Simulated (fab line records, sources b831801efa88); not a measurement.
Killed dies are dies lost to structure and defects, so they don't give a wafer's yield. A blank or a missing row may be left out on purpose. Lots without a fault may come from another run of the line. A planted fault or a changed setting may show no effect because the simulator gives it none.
Which tool did it? | flow gf180mcu | 6 lots, 18 wafers sampled, at 5 steps of a route of 602

WHAT THE GAUGES READ, wafer by wafer
GF_V3_THK_MEAS_01.
lot  | measured     | on            | V3_CVD_00_THK (nm)
L759 | day 21 18:36 | film_metro-01 | 599 600 604
L761 | day 22 12:29 | film_metro-04 | 605 604 604
L767 | day 24 16:38 | film_metro-04 | 1194 1184 1195
L774 | day 26 16:31 | film_metro-04 | 596 598 600
L777 | day 27 18:14 | film_metro-04 | 605 604 598
L779 | day 28 04:50 | film_metro-01 | 605 601 605

WHICH TOOL RAN EACH LOT (tool, then ch and the chambers of the sampled wafers, then the start)
lot  | GF_V2_SPUTTER_21             | GF_V2_CVD_23                  | GF_M3_SPUTTER_01             | GF_V3_CVD_00
L759 | pvd_sputter-02, day 20 16:22 | cvd_w-02 ch 0, day 20 16:31   | pvd_sputter-04, day 20 17:17 | hdpcvd-02 ch 0,2, day 21 18:31
L761 | pvd_sputter-03, day 21 09:58 | cvd_w-02 ch 0,1, day 21 10:04 | pvd_sputter-02, day 21 11:03 | hdpcvd-02 ch 1,2, day 22 12:25
L767 | pvd_sputter-02, day 23 16:28 | cvd_w-02 ch 0,1, day 23 16:34 | pvd_sputter-04, day 23 17:15 | hdpcvd-02 ch 0,1,2, day 24 16:20
L774 | pvd_sputter-02, day 25 17:49 | cvd_w-01 ch 0,1, day 25 17:55 | pvd_sputter-04, day 25 18:37 | hdpcvd-01 ch 0,1, day 26 16:25
L777 | pvd_sputter-01, day 26 20:26 | cvd_w-01 ch 0,1, day 26 20:32 | pvd_sputter-01, day 26 21:13 | hdpcvd-01 ch 0,1,2, day 27 18:10
L779 | pvd_sputter-03, day 27 07:35 | cvd_w-01 ch 0,1, day 27 07:43 | pvd_sputter-01, day 27 08:23 | hdpcvd-01 ch 0,1, day 28 04:44
- GF_V2_SPUTTER_21: material Ti, target thk 15 nm, time 80.02 s.
- GF_V2_CVD_23: deposits W, target thk 350 nm, time 104.94 s.
- GF_M3_SPUTTER_01: material TiN, target thk 30 nm, time 25 s.
- GF_V3_CVD_00: deposits SiO2, target thk 600 nm, time 100 s.

THE ANSWER, worked out from the rows above alone
Rule: what is usual is taken from the lots themselves. Put in order of their means at a reading, lots are off if they are a third of the lots or fewer, leave a main group of 4 or more, and stand apart from it by a gap of 3 or more times the standard deviation of the main group's means; of several such gaps the widest counts. A main group whose means are all the same, to the digits that the tables above print for the reading, isn't used. A lot without any number at a reading at which 4 lots or more have one is off too. The other lots that the step has rows for count as sound.
Off: L767, at GF_V3_THK_MEAS_01 (V3_CVD_00_THK). The main group: mean 602 nm, standard deviation 2.2.
A tool fits if, at a process step before that reading, it ran every lot that is off, and no sound lot after the first of them. The gauges at GF_V3_THK_MEAS_01 are tried like those tools. Can't be told from this: 2 tools fit, cvd_w-02 at GF_V2_CVD_23, hdpcvd-02 at GF_V3_CVD_00.

WHAT THE SIMULATOR HAD PUT IN
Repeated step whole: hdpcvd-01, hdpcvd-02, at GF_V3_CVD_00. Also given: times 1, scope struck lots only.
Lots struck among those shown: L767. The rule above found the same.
